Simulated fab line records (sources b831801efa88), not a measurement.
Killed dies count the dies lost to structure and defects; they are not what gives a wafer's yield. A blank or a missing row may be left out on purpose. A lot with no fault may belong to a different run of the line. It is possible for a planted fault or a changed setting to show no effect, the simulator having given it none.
Problem report in the 8D (eight disciplines) form, filled by code :: flow sky130 :: the parts of the form that need people (team, actions taken, sign-off) are left out

== 1. PROBLEM STATEMENT ==
Mean FIELD_ISO_OXIDATION_01_THK at SKY_FIELD_ISO_THK_MEAS_23: 13.18 nm over 12 wafers in 4 lots; fault-free wafers: 9.93 nm, standard deviation 0.22. Measured from the usual mean, that is +15 standard deviations.
First observed at day 5 02:22: wafer L559.4, on film_metro-01. The record holds 39 wafers of 13 lots with a number at this step. Rule for "out", or "out of limits": more than 4 standard deviations from the usual mean. All remaining wafers that have a number are taken as sound.

== 2. WHAT IT IS AND WHAT IT IS NOT ==
question: which readings at this step
is: FIELD_ISO_OXIDATION_01_THK
is not: -

question: which lots
is: L559, L561, L562, L563
is not: L547, L550, L551, L552, L555, L557, L558, L560, L567

question: which wafers of those lots
is: all that have a number
is not: -

question: read on which gauges
is: film_metro-01, film_metro-03, film_metro-04
is not: -

question: when
is: from day 5 02:22
is not: up to then (21 sound wafers); but 6 sound wafers of L560, L567 came after

== 3. SUSPECTS, AND WHAT RULES EACH OUT ==
Counting: a tool stays on the suspect list if, at a process step up to the reading, it processed all lots that are out and no sound lot following the first of them.
- the gauge at SKY_FIELD_ISO_THK_MEAS_23: ruled out. 3 gauges (film_metro-01, film_metro-03, film_metro-04) read the wafers that are out.
- furnace-02 at SKY_FIELD_ISO_OXIDATION_22 (stabilise 600 s, purge 300 s, target thk 10 nm): kept. All lots that are out passed through it, beginning with L559 at day 5 01:10, and no sound lot followed; its final sound lot before that point was L558 at day 4 21:58.
The count leaves furnace-02 at SKY_FIELD_ISO_OXIDATION_22.

== 4. THE CAUSE (what the simulator had put in) ==
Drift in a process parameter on furnace-02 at SKY_FIELD_ISO_OXIDATION_22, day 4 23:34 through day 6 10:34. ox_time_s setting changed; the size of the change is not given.
After counting, this tool was the only one left.

== 5. THE EFFECT CHAIN, in route order ==
Rows list readings where the struck wafers' mean (over those with a number) sits beyond 3 standard deviations from the usual. Only readings for which the record gives a usual standard deviation are gone through. hours: the time from each lot's start at the first step in this table that gives one to its start at this step, as a median over the lots. sigmas: the change in usual standard deviations.
hours: 0
step: SKY_FIELD_ISO_THK_MEAS_23
reading: FIELD_ISO_OXIDATION_01_THK
usual: 9.93 nm
on struck wafers: 13.18
change: +3.25
sigmas: +15
Later measuring or inspecting steps at which every struck wafer that the step has a row for has a number for every such reading, and none has moved that far: SKY_NWELL_OVL_MEAS_23, SKY_LDD_LDN_TW_MEAS_13.

== 6. WHAT WOULD HAVE CAUGHT IT SOONER ==
The first out-of-limits reading at a measuring or inspecting step in this record came at day 5 02:22, 3 hours after the fault's start at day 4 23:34.
Among the 4 lots that are out, L561, L562, L563 began SKY_FIELD_ISO_OXIDATION_22 on furnace-02 after day 5 02:22. A hold on the tool at that time would have spared those 3.
